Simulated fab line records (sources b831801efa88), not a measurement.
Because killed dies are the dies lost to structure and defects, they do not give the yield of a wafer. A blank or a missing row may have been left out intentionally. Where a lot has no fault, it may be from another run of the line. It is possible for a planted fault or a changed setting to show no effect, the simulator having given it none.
Which tool did it?	flow sky130	7 lots, 21 wafers sampled, at 2 steps of a route of 708

## WHAT THE GAUGES READ, wafer by wafer
SKY_LDD_HVP_TW_MEAS_10.
lot	measured	on	LDD_HVP_TW
L981	day 23 02:26	filmMetro-04	460.5 458.7 457.4
L983	day 23 09:28	filmMetro-04	456.7 457.5 456.1
L985	day 24 03:36	filmMetro-04	456.0 453.0 457.2
L988	day 24 23:32	filmMetro-03	458.9 460.1 458.0
L992	day 26 15:40	filmMetro-01	459.2 459.1 458.2
L100	day 29 04:53	filmMetro-04	739.3 740.3 745.0
L103	day 30 03:44	filmMetro-03	456.9 459.0 458.7

## TOOL THAT RAN EACH LOT (tool first, then ch and the chambers of the sampled wafers, then the start)
lot	SKY_LDD_HVP_IMPLANT_08
L981	implanter-04 ch 0, day 23 02:11
L983	implanter-04 ch 0, day 23 09:15
L985	implanter-03 ch 0, day 24 03:21
L988	implanter-03 ch 0, day 24 23:17
L992	implanter-04 ch 0, day 26 15:27
L100	implanter-03 ch 0, day 29 04:39
L103	implanter-04 ch 0, day 30 03:29
- SKY_LDD_HVP_IMPLANT_08

## THE ANSWER, worked out from the rows above alone
Rule: the usual values come from the lots themselves. Put in order of their means at a reading, lots are off if they are a third of the lots or fewer, leave a main group of 4 or more, and stand apart from it by a gap of 3 or more times the standard deviation of the main group's means; of several such gaps the widest counts. If all means in a main group match to the digits the tables above print for the reading, that group is not used. Also off: a lot with no number at a reading for which 4 or more lots have one. Where the step has rows for the other lots, those lots are counted as sound.
Off: at SKY_LDD_HVP_TW_MEAS_10 (LDD_HVP_TW), L100. The main group: mean 457.8, standard deviation 1.3.
If a tool, at a process step before that reading, ran all the lots that are off and no sound lot after the first of them, it fits. Gauges at SKY_LDD_HVP_TW_MEAS_10: tried the same way as those tools. Undecided on this evidence; 2 tools fit (implanter-03 at SKY_LDD_HVP_IMPLANT_08, filmMetro-04 at SKY_LDD_HVP_TW_MEAS_10).

## WHAT THE SIMULATOR HAD PUT IN
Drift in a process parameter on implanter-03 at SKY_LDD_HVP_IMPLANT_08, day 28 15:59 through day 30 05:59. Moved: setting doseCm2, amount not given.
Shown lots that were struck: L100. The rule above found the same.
